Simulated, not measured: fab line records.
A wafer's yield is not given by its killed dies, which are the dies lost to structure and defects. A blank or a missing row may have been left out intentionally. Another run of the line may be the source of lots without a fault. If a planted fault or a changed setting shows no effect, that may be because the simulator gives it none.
Chamber matching ; flow gf180mcu ; pecvd-04 running GF_PASSIVATION_CVD_00: 3 sister chambers
The step deposits SiO2 from TEOS, target thk 1000 nm, time 111.95 s. 3 wafers are shown with their chamber, then 9 later ones without.

== EACH WAFER AND ITS CHAMBER ==
wafer;chamber;heater_power_w (W)
L088.1;2;707
L088.5;0;685
L088.6;1;511

== WAFERS WITHOUT THEIR CHAMBER ==
wafer;heater_power_w (W)
L091.4;646
L091.5;742
L091.6;561
L093.1;739
L093.4;737
L093.6;635
L097.1;589
L097.2;643
L097.5;619

== CHAMBER TAKEN BY EACH ==
wafer;from the rows above;in truth
L091.4;can't be placed: 0 or 2 or 1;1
L091.5;can't be placed: 2 or 0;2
L091.6;can't be placed: 1 or 0 or 2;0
L093.1;can't be placed: 2 or 0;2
L093.4;can't be placed: 2 or 0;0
L093.6;can't be placed: 0 or 2 or 1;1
L097.1;can't be placed: 1 or 0 or 2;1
L097.2;can't be placed: 0 or 2 or 1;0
L097.5;can't be placed: 0 or 2 or 1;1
Correctly placed: 0 of 9. Cannot be placed on the basis of these rows: 9; the candidates contain the true chamber in 9. Placed wrongly: 0.
How it was worked out, from the rows above alone: a wafer's distance from a chamber is the root of the sum, over the readings, of the square of ((its reading less the chamber's mean) divided by the reading's scatter). If the next closest chamber is less than 2 further off than the closest, the wafer can't be placed; otherwise it belongs to the closest. Each chamber's mean is taken over the wafers shown for it. The scatter: root of mean squared gap, hidden wafer to nearest shown wafer, with one shown wafer a chamber.
